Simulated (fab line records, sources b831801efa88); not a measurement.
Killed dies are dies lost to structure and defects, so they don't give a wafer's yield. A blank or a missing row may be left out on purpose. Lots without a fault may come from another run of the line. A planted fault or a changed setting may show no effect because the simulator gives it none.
One fault seen from 2 desks | flow gf180mcu | each desk has only its own numbers; what lay behind them comes last

THE TOOL OWNER'S DESK: rtp_anneal-01
The tool's own readings at GF_PSD_RTA_13 (time 20 s): means of the sampled wafers that have a number, for each lot that ran on this tool. A lot is out of limits, marked OUT, if its mean lies more than 4 standard deviations from the usual mean; the brackets give that distance.
Columns: A = lamp_power_pct at GF_PSD_RTA_13, usual 32.8 %; B = run_length_s at GF_PSD_RTA_13, usual 48.7 s; C = wafer_temp_C_max at GF_PSD_RTA_13, usual 1028.7
lot  | first seen here | A    | B              | C
L791 | day 14 21:16    | 32.3 | 48.6           | 1028.8
L793 | day 15 14:15    | 32.3 | 48.6           | 1028.6
L797 | day 16 20:52    | 32.3 | 48.5           | 1028.3
L796 | day 16 21:51    | 32.3 | 48.4           | 1028.3
L798 | day 17 11:04    | 32.3 | 51.2           | 1028.0
L799 | day 17 13:39    | 32.3 | 56.6 (+13) OUT | 1028.7
L808 | day 20 22:53    | 32.2 | 48.5           | 1029.2
L809 | day 21 01:45    | 32.3 | 48.4           | 1028.0
L810 | day 21 10:41    | 32.3 | 48.6           | 1027.9
L811 | day 21 22:01    | 32.3 | 48.4           | 1027.9
L813 | day 22 06:16    | 32.3 | 48.6           | 1029.8
This desk's finding: out of limits on L799; first on L799, day 17 13:39 (run_length_s at GF_PSD_RTA_13). In limits: L791, L793, L797, L796, L798, L808, L809, L810, L811, L813.

THE METROLOGY DESK
What the gauges read, lot by lot, whatever tool the lot ran on: means of the sampled wafers that have a number. A lot is out of limits, marked OUT, if its mean lies more than 4 standard deviations from the usual mean; the brackets give that distance.
Columns: A = HV_LDD_TW at GF_HV_LDD_TW_MEAS_11, usual 2416; B = NSD_RS at GF_PSD_RS_MEAS_14, usual 46.10 ohm/sq; C = PSD_RS at GF_PSD_RS_MEAS_15, usual 108.50 ohm/sq
lot  | first seen here | A    | B                | C
L791 | day 10 16:00    | 2377 | 46.06            | 108.41
L793 | day 11 06:41    | 2415 | 46.10            | 108.50
L797 | day 12 07:46    | 2443 | 46.03            | 108.24
L796 | day 12 08:02    | 2452 | 46.20            | 108.91
L798 | day 12 19:21    | 2444 | 45.49 (-7.9) OUT | 107.26 (-5.2) OUT
L799 | day 12 20:35    | 2430 | 44.50 (-21) OUT  | 104.30 (-17) OUT
L804 | day 14 17:38    | 2360 | 46.21            | 108.58
L808 | day 15 19:43    | 2409 | 46.15            | 108.45
L809 | day 15 20:59    | 2410 | 46.11            | 108.54
L810 | day 16 05:47    | 2411 | 46.14            | 108.38
L811 | day 16 16:51    | 2428 | 46.01            | 108.01
L813 | day 17 02:17    | 2378 | 45.99            | 108.26
This desk's finding: out of limits on L798, L799; first on L798, day 17 11:10 (NSD_RS at GF_PSD_RS_MEAS_14). In limits: L791, L793, L797, L796, L804, L808, L809, L810, L811, L813.

PUT TOGETHER
The metrology desk could have raised an alarm at day 17 11:10, on L798, L799.
The tool owner's desk could have raised an alarm at day 17 13:39, on L799.
The tool owner's desk has L798 on record, within its limits.
Of the lots named, all ran GF_PSD_RTA_13 on rtp_anneal-01.

WHAT THE SIMULATOR HAD PUT IN
Process parameter drift: rtp_anneal-01, from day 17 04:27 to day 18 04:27, at GF_PSD_RTA_13. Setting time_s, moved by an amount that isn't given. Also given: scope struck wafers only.
Lots struck among those shown: L798, L799.
Hours from the fault's start to each desk's first reading out of limits: the metrology desk, 7; the tool owner's desk, 9.
